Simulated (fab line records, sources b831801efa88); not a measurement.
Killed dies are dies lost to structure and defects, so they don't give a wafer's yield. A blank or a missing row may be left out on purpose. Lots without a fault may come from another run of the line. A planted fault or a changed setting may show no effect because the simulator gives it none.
Which tool did it? | flow sky130 | 6 lots, 18 wafers sampled, at 3 steps of a route of 708

WHAT THE GAUGES READ, wafer by wafer
SKY_VT_ADJUST_LVTN_TW_MEAS_21.
lot  | measured     | on            | VT_ADJUST_LVTN_2_TW
L642 | day 8 15:49  | film_metro-01 | 187.2 188.7 188.7
L646 | day 9 22:35  | film_metro-01 | 227.3 226.7 227.0 228.1 226.7 227.9
L650 | day 10 17:50 | film_metro-01 | 188.3 187.8 188.9
L653 | day 12 12:38 | film_metro-01 | 188.6 189.5 188.8
L655 | day 13 05:40 | film_metro-04 | 188.3 187.2 188.1
L657 | day 13 18:13 | film_metro-04 | 187.3 188.1 187.4

WHICH TOOL RAN EACH LOT (tool, then ch and the chambers of the sampled wafers, then the start)
lot  | SKY_NWELL_STRIP_25                   | SKY_VT_ADJUST_LVTN_IMPLANT_19
L642 | plasma_asher-04 ch 0,1, day 6 07:08  | implanter-02 ch 0, day 8 15:34
L646 | plasma_asher-01 ch 0,1, day 7 10:01  | implanter-02 ch 0, day 9 22:01
L650 | plasma_asher-04 ch 0,1, day 8 02:31  | implanter-03 ch 0, day 10 17:35
L653 | plasma_asher-01 ch 0,1, day 9 14:37  | implanter-02 ch 0, day 12 12:24
L655 | plasma_asher-04 ch 0,1, day 10 05:32 | implanter-03 ch 0, day 13 05:25
L657 | plasma_asher-01 ch 0,1, day 10 15:46 | implanter-01 ch 0, day 13 17:58
- SKY_NWELL_STRIP_25: strips in O2/N2.
- SKY_VT_ADJUST_LVTN_IMPLANT_19

THE ANSWER, worked out from the rows above alone
Rule: what is usual is taken from the lots themselves. Put in order of their means at a reading, lots are off if they are a third of the lots or fewer, leave a main group of 4 or more, and stand apart from it by a gap of 3 or more times the standard deviation of the main group's means; of several such gaps the widest counts. A main group whose means are all the same, to the digits that the tables above print for the reading, isn't used. A lot without any number at a reading at which 4 lots or more have one is off too. The other lots that the step has rows for count as sound.
Off: L646, at SKY_VT_ADJUST_LVTN_TW_MEAS_21 (VT_ADJUST_LVTN_2_TW). The main group: mean 188.2, standard deviation 0.46.
A tool fits if, at a process step before that reading, it ran every lot that is off, and no sound lot after the first of them. The gauges at SKY_VT_ADJUST_LVTN_TW_MEAS_21 are tried like those tools. None of those tried fits.

WHAT THE SIMULATOR HAD PUT IN
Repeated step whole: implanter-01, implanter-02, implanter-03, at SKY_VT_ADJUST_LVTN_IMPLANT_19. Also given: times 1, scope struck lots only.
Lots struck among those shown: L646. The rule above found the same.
